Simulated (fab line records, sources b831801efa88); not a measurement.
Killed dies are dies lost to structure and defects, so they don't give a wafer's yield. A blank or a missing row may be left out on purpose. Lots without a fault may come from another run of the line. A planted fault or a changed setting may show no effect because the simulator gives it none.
Which tool did it? | flow gf180mcu | 7 lots, 20 wafers sampled, at 1 step of a route of 602

WHAT THE GAUGES READ, wafer by wafer
GF_STI_THK_MEAS_04.
lot  | measured    | on            | STI_CVD_03_THK (nm)
L411 | day 2 10:59 | film_metro-03 | 203.9 204.9 206.0
L413 | day 2 19:42 | film_metro-01 | 204.0 205.6 204.7
L415 | day 3 06:49 | film_metro-01 | 209.4 210.5 208.6
L417 | day 3 16:41 | film_metro-03 | 205.4 206.4 207.3
L425 | day 5 07:41 | film_metro-04 | 208.1 208.5
L427 | day 5 19:14 | film_metro-03 | 205.9 204.5 205.7
L429 | day 6 04:02 | film_metro-03 | 207.0 207.4 208.1

WHICH TOOL RAN EACH LOT (tool, then ch and the chambers of the sampled wafers, then the start)
The record holds no process step before these readings.

THE ANSWER, worked out from the rows above alone
Rule: what is usual is taken from the lots themselves. Put in order of their means at a reading, lots are off if they are a third of the lots or fewer, leave a main group of 4 or more, and stand apart from it by a gap of 3 or more times the standard deviation of the main group's means; of several such gaps the widest counts. A main group whose means are all the same, to the digits that the tables above print for the reading, isn't used. A lot without any number at a reading at which 4 lots or more have one is off too. The other lots that the step has rows for count as sound.
No lot is off at any reading shown: from this, nothing can be told.

WHAT THE SIMULATOR HAD PUT IN
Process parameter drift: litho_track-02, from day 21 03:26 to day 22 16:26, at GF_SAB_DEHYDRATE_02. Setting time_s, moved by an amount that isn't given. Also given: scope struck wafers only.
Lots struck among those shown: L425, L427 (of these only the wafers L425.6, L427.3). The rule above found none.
